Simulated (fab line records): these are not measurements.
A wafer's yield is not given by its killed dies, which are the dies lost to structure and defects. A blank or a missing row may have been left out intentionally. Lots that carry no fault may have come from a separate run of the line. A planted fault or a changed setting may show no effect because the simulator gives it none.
fab line records + flow sky130
[record]
- lots = 7
- wafers = 21
- last_day = 50
route steps=708 shown DNWELL@39 PWDE@45 PAD_OPEN@708
lots untouched by any fault: they come from a run of this same line in which no faults occurred
start_h: hours from the record's first day to the start of the lot's first wafer shown + wait_h: time in hours since the lot's previous step + " the same as in the row above + L1.1+2: one row covering several wafers at once + - no value present, or no start provided + * or withheld: withheld + < > ~ a bound
route shown NAME@n: names a module that has steps shown in the file, with the first one's number in the route + usual: mean/standard deviation of fault-free wafers + same: alike in all rows + chamber/n: place in a boat + sites: the reading at each site + _std_site: standard deviation across them + _edge_site: mean of outer sites minus mean of inner sites + radius_mm: how far each site lies from the wafer's centre + mask NAME#n: copy n + behind: the last tool/chamber to shape the wafer + hold: reason for holding the lot/hours on hold/outcome of the hold + device: the transistor (n, p or np) that didn't switch + end of line: the route-end tests of the same wafers + step lacking rows: just its recipe + killed: dies lost to structure and defects at the first sort, not the wafer's yield + map: a wafer's dies, marking killed ones x, the rest . and places with no die _
set.NAME: the run value of the setting; set.NAME@STEP: its run value at that earlier step + model.NAME: the simulator's own value behind a step, which no gauge read
lots at selected steps of the route; one table per step, one row per wafer
services: when a tool's chamber went out of use (start_h, in hours from the record's first day, below 0 if earlier), for how many hours, and the reason
[[steps]]
[step SKY_DNWELL_EXPOSE_04]
[recipe]
- mask_id = DNM
- na = 0.57
- target_cd_nm = 3000
- dose_mj = 222
[step SKY_DNWELL_PEB_05]
[recipe]
- temp_c = 115
- time_s = withheld
[step SKY_DNWELL_DEVELOP_06]
[recipe]
- wall_angle_deg = 90
- developer = TMAH
- develop_time_s = 60
- dev_temp_c = 23
[step SKY_DNWELL_IMPLANT_07]
[recipe]
- species = P
- energy_kev = withheld
- dose_cm2 = withheld
- tilt_deg = withheld
[step SKY_DNWELL_STRIP_08]
[recipe]
- chemistry = O2/N2
- power_w = 1400
- pressure_mtorr = 1500
- platen_temp_c = withheld
- o2_flow_sccm = 3000
- n2_flow_sccm = 300
- overash_fraction = 0.5
[usual]
- chamber_pressure_mTorr = 1500.1/1.7
- drypump_motor_current_A = 5.6/0.45
- oes_product_au = 0.722/0.0048
- strip_time_to_endpoint_s = 36.93/0.1
| lot.wafer | tool            | chamber | start_h | wait_h | chamber_pressure_mTorr | drypump_motor_current_A | oes_product_au | rf_hours_counter_h | strip_time_to_endpoint_s |
|-----------|-----------------|---------|---------|--------|------------------------|-------------------------|----------------|--------------------|--------------------------|
| L684.2    | plasma_asher-01 | 0       | 49.14   | 0.1    | 1502.9                 | 4.8                     | 0.717          | 38                 | 37.01                    |
| L684.3    | "               | 0       | "       | "      | 1499.9                 | 4.8                     | 0.723          | -                  | 36.99                    |
| L684.5    | "               | 1       | "       | "      | 1500.4                 | 5.3                     | 0.720          | -                  | 36.94                    |
| L688.1    | plasma_asher-01 | 0       | 73.34   | 0.1    | 1499.4                 | 4.8                     | 0.726          | 41                 | 36.93                    |
| L688.3    | "               | 0       | "       | "      | 1500.2                 | 4.8                     | 0.707          | -                  | 36.96                    |
| L688.4    | "               | 1       | "       | "      | 1500.4                 | 5.3                     | 0.729          | -                  | 36.97                    |
| L690.4    | plasma_asher-03 | 0       | 91.97   | 0.1    | 1499.9                 | 5.5                     | 0.723          | -                  | 36.86                    |
| L690.5    | "               | 1       | "       | "      | 1501.6                 | 5.8                     | 0.721          | -                  | 36.79                    |
| L690.6    | "               | 0       | "       | "      | 1500.8                 | 5.5                     | 0.726          | -                  | 36.86                    |
| L692.3    | plasma_asher-03 | 0       | 98.01   | 0.1    | 1500.8                 | 5.5                     | 0.721          | -                  | 37.03                    |
| L692.4    | "               | 1       | "       | "      | 1501.6                 | 5.7                     | 0.725          | -                  | 37.09                    |
| L692.6    | "               | 1       | "       | "      | 1500.7                 | 5.7                     | 0.721          | -                  | 37.11                    |
| L699.1    | plasma_asher-04 | 0       | 134.73  | 0.1    | 1498.8                 | 6.1                     | 0.716          | 47                 | 36.99                    |
| L699.3    | "               | 1       | "       | "      | 1498.5                 | 6.0                     | 0.728          | -                  | 36.98                    |
| L699.6    | "               | 1       | "       | "      | 1500.9                 | 6.0                     | 0.723          | -                  | 37.07                    |
| L704.2    | plasma_asher-04 | 0       | 169.41  | 0.1    | 1500.1                 | 6.1                     | 0.722          | 50                 | 36.87                    |
| L704.3    | "               | 1       | "       | "      | 1503.0                 | 6.0                     | 0.729          | -                  | 36.90                    |
| L704.4    | "               | 0       | "       | "      | 1500.2                 | 6.1                     | 0.728          | -                  | 36.90                    |
| L707.1    | plasma_asher-04 | 0       | 182.29  | 0.1    | 1497.6                 | 6.1                     | 0.716          | 51                 | 36.76                    |
| L707.4    | "               | 1       | "       | "      | 1499.4                 | 6.0                     | 0.729          | -                  | 36.85                    |
| L707.5    | "               | 1       | "       | "      | 1499.6                 | 6.0                     | 0.720          | -                  | 36.85                    |
[step SKY_DNWELL_TW_MEAS_09]
[usual]
- DNWELL_TW = 1118/8.2
| lot.wafer | tool          | chamber | start_h | wait_h | DNWELL_TW |
|-----------|---------------|---------|---------|--------|-----------|
| L684.2    | film_metro-01 | -       | 49.25   | 0.1    | 1121      |
| L684.3    | "             | -       | "       | "      | 1122      |
| L684.5    | "             | -       | "       | "      | 1122      |
| L688.1    | film_metro-04 | -       | 73.46   | 0.1    | 1110      |
| L688.3    | "             | -       | "       | "      | 1117      |
| L688.4    | "             | -       | "       | "      | 1105      |
| L690.4    | film_metro-04 | -       | 92.07   | 0.1    | 1121      |
| L690.5    | "             | -       | "       | "      | 1116      |
| L690.6    | "             | -       | "       | "      | 1116      |
| L692.3    | film_metro-04 | -       | 98.10   | 0.1    | 1107      |
| L692.4    | "             | -       | "       | "      | 1115      |
| L692.6    | "             | -       | "       | "      | 1113      |
| L699.1    | film_metro-01 | -       | 134.83  | 0.1    | 1124      |
| L699.3    | "             | -       | "       | "      | 1118      |
| L699.6    | "             | -       | "       | "      | 1117      |
| L704.2    | film_metro-01 | -       | 169.52  | 0.1    | 1129      |
| L704.3    | "             | -       | "       | "      | 1122      |
| L704.4    | "             | -       | "       | "      | 1127      |
| L707.1    | film_metro-01 | -       | 182.39  | 0.1    | 1128      |
| L707.4    | "             | -       | "       | "      | 1123      |
| L707.5    | "             | -       | "       | "      | 1119      |
[step SKY_PWDE_DEHYDRATE_00]
[recipe]
- temp_c = 200
- time_s = 60
[step SKY_PWDE_HMDS_01]
[recipe]
- prime_time_s = 60
- prime_temp_c = 120
[step SKY_PWDE_COAT_02]
[recipe]
- spin_rpm = 2000
- resist_thk_nm = 3000
[step SKY_PWDE_SOFTBAKE_03]
[recipe]
- temp_c = 110
- time_s = withheld
[step SKY_PWDE_EXPOSE_04]
[recipe]
- mask_id = PWDEM
- na = 0.6
- source_shape = conventional
- sigma_outer = 0.6
- polarization = unpolarized
- target_cd_nm = 840
- dose_mj = 214
[step SKY_PWDE_PEB_05]
[recipe]
- temp_c = 115
- time_s = withheld
[step SKY_PWDE_DEVELOP_06]
[recipe]
- wall_angle_deg = 90
- developer = TMAH
- develop_time_s = 60
- dev_temp_c = 23
[usual]
- developer_temp_C = 22.99/0.11
- exhaust_pa = 44.9/0.79
[same]
- develop_time_s = 60
| lot.wafer | tool           | chamber | start_h | wait_h | developer_temp_C | exhaust_pa |
|-----------|----------------|---------|---------|--------|------------------|------------|
| L684.2    | litho_track-03 | 0       | 63      | -      | 23.10            | 45.3       |
| L684.3    | "              | 0       | "       | "      | 23.08            | 46.5       |
| L684.5    | "              | 0       | "       | "      | 23.08            | 46.6       |
| L688.1    | litho_track-01 | 0       | 89      | -      | 24.03            | 45.7       |
| L688.3    | "              | 0       | "       | "      | 23.90            | 45.1       |
| L688.4    | "              | 0       | "       | "      | 23.86            | 45.2       |
| L690.4    | litho_track-01 | 0       | 110     | -      | 23.90            | 44.6       |
| L690.5    | "              | 0       | "       | "      | 23.92            | 46.1       |
| L690.6    | "              | 0       | "       | "      | 23.92            | 44.9       |
| L692.3    | litho_track-01 | 0       | 115     | -      | 24.04            | 44.4       |
| L692.4    | "              | 0       | "       | "      | 23.99            | 44.8       |
| L692.6    | "              | 0       | "       | "      | 23.85            | 44.6       |
| L699.1    | litho_track-03 | 0       | 153     | -      | 22.87            | 44.4       |
| L699.3    | "              | 0       | "       | "      | 22.91            | 43.3       |
| L699.6    | "              | 0       | 154     | -      | 22.90            | 44.5       |
| L704.2    | litho_track-02 | 0       | 190     | -      | 22.77            | 45.0       |
| L704.3    | "              | 0       | "       | "      | 22.75            | 45.0       |
| L704.4    | "              | 0       | "       | "      | 22.95            | 44.8       |
| L707.1    | litho_track-01 | 0       | 203     | -      | 22.90            | 45.1       |
| L707.4    | "              | 0       | "       | "      | 22.87            | 45.4       |
| L707.5    | "              | 0       | "       | "      | 22.86            | 45.0       |
[step SKY_PWDE_OVL_MEAS_07]
[usual]
- PWDE_OVL = 1.0/1.2
| lot.wafer | tool       | chamber | start_h | wait_h | PWDE_OVL[nm] |
|-----------|------------|---------|---------|--------|--------------|
| L684.2    | overlay-02 | -       | 63.94   | -      | 0.8          |
| L684.3    | "          | -       | "       | "      | 0.0          |
| L684.5    | "          | -       | "       | "      | 1.6          |
| L688.1    | overlay-01 | -       | 89.78   | -      | 0.6          |
| L688.3    | "          | -       | "       | "      | 0.4          |
| L688.4    | "          | -       | "       | "      | 0.4          |
| L690.4    | overlay-02 | -       | 110.20  | -      | 0.2          |
| L690.5    | "          | -       | "       | "      | -0.5         |
| L690.6    | "          | -       | "       | "      | 2.5          |
| L692.3    | overlay-02 | -       | 115.94  | -      | 0.0          |
| L692.4    | "          | -       | "       | "      | 1.0          |
| L692.6    | "          | -       | "       | "      | 0.4          |
| L699.1    | overlay-01 | -       | 154.09  | -      | -0.3         |
| L699.3    | "          | -       | "       | "      | -0.7         |
| L699.6    | "          | -       | "       | "      | -1.3         |
| L704.2    | overlay-02 | -       | 190.44  | -      | 2.1          |
| L704.3    | "          | -       | "       | "      | 1.3          |
| L704.4    | "          | -       | "       | "      | 2.1          |
| L707.1    | overlay-01 | -       | 203.38  | -      | 0.9          |
| L707.4    | "          | -       | "       | "      | -1.0         |
| L707.5    | "          | -       | "       | "      | 1.4          |
[step SKY_PAD_OPEN_PROBE_99]
[usual]
- killed_at_M0_to_M3 = 44/7
- killed_at_M4_up = 3.0/1.9
- killed_at_contacts = 24/5.4
- killed_at_front_end = 15/4.6
- killed_at_other = 0.3/0.5
- killed_dies = 87/10
- killed_open = 47/7
- killed_short = 40/6.2
[same]
- gross_dies = 492
- killed_at_back_side = 0
| lot.wafer | tool      | chamber | start_h | wait_h | killed_at_M0_to_M3 | killed_at_M4_up | killed_at_contacts | killed_at_front_end | killed_at_other | killed_dies | killed_open | killed_short |
|-----------|-----------|---------|---------|--------|--------------------|-----------------|--------------------|---------------------|-----------------|-------------|-------------|--------------|
| L690.4    | prober-02 | -       | 1117.61 | 0.2    | 31                 | 3               | 27                 | 15                  | 1               | 77          | 34          | 43           |
| L690.5    | prober-02 | -       | 1117.66 | 0.2    | 36                 | 5               | 22                 | 24                  | 0               | 87          | 43          | 44           |
| L690.6    | prober-02 | -       | 1117.71 | 0.2    | 45                 | 7               | 29                 | 18                  | 0               | 99          | 46          | 53           |
| L699.1    | prober-01 | -       | 1178.80 | 0.1    | 55                 | 4               | 24                 | 21                  | 0               | 104         | 55          | 49           |
| L699.3    | prober-01 | -       | 1178.90 | 0.2    | 34                 | 8               | 33                 | 11                  | 0               | 86          | 43          | 43           |
| L699.6    | prober-01 | -       | 1179.05 | 0.2    | 57                 | 5               | 23                 | 12                  | 1               | 98          | 56          | 42           |
// killed by level:class
L690.4 LOCAL_INTERCONNECT:geometric_particle:short=7 LI_CONTACT:geometric_particle:open=6 CONTACT:geometric_particle:open=6 FIELD_ISO:geometric_particle:short=5 POLY_GATE:geometric_particle:short=4 LI_CONTACT:geometric_particle:short=4 CONTACT:geometric_particle:short=4 METAL1:geometric_particle:short=4
L690.5 METAL1:geometric_particle:short=11 POLY_GATE:geometric_particle:open=9 CONTACT:geometric_particle:short=8 VIA1:geometric_particle:open=8 CONTACT:geometric_particle:open=7 FIELD_ISO:geometric_particle:open=5 POLY_GATE:geometric_particle:short=4 LI_CONTACT:geometric_particle:short=4
L690.6 CONTACT:geometric_particle:open=12 METAL1:geometric_particle:short=9 METAL2:geometric_particle:short=9 VIA1:geometric_particle:open=8 LOCAL_INTERCONNECT:geometric_particle:short=7 POLY_GATE:geometric_particle:open=5 LI_CONTACT:geometric_particle:open=5 METAL4:geometric_particle:short=5
L699.1 VIA1:geometric_particle:open=13 LI_CONTACT:geometric_particle:open=8 CONTACT:geometric_particle:open=8 VIA3:geometric_particle:open=8 VIA1:geometric_particle:short=7 METAL2:geometric_particle:short=7 FIELD_ISO:geometric_particle:short=6 METAL1:geometric_particle:short=6
L699.3 CONTACT:geometric_particle:open=14 VIA1:geometric_particle:open=12 VIA1:geometric_particle:short=10 LI_CONTACT:geometric_particle:open=7 LOCAL_INTERCONNECT:geometric_particle:short=7 METAL4:geometric_particle:short=5 FIELD_ISO:geometric_particle:short=4 LI_CONTACT:geometric_particle:short=4
L699.6 VIA1:geometric_particle:open=13 CONTACT:geometric_particle:open=10 VIA3:geometric_particle:open=9 LI_CONTACT:geometric_particle:open=8 VIA1:geometric_particle:short=8 VIA2:geometric_particle:open=6 METAL1:geometric_particle:short=5 VIA3:geometric_particle:short=5
[[services]]
| tool            | chamber | start_h | hours | kind   |
|-----------------|---------|---------|-------|--------|
| plasma_asher-04 | -       | 25.39   | 3.3   | repair |
| plasma_asher-03 | -       | 39.18   | 21.1  | pm     |
| plasma_asher-04 | -       | 58.47   | 3.1   | repair |
| plasma_asher-03 | -       | 62.46   | 0.8   | repair |
| plasma_asher-01 | -       | 131.01  | 9.2   | repair |
| plasma_asher-01 | -       | 170.91  | 8.2   | repair |
| plasma_asher-01 | -       | 191.72  | 0.4   | repair |
[[key]]
[first_sign]
- step = SKY_PWDE_DEVELOP_06
- reading = developer_temp_C
- direction = up
- sigmas = 8.6
- usual = *
- struck = *
effect none on later readings
met_at SKY_PWDE_DEVELOP_06
struck_wafers L688.1,L688.3,L688.4,L690.4,L690.5,L690.6,L692.3,L692.4,L692.6
tester_left_out L688,L690,L692
[fault]
- kind = process_parameter_drift
- tool = litho_track-01
- chamber = -
- onset_h = 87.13
- steps = SKY_PWDE_DEVELOP_06
- channel = dev_temp_c
- offset = *
- shape = step
- end_h = 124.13
- acts_in = *
- stated = *
// tester_left_out: of these lots the tester's yield and bins aren't shown, on N5 and GAA mostly nor the transistor test; their killed dies are dies lost to structure and defects alone, not to doping, threshold or leakage, so they don't give the yield
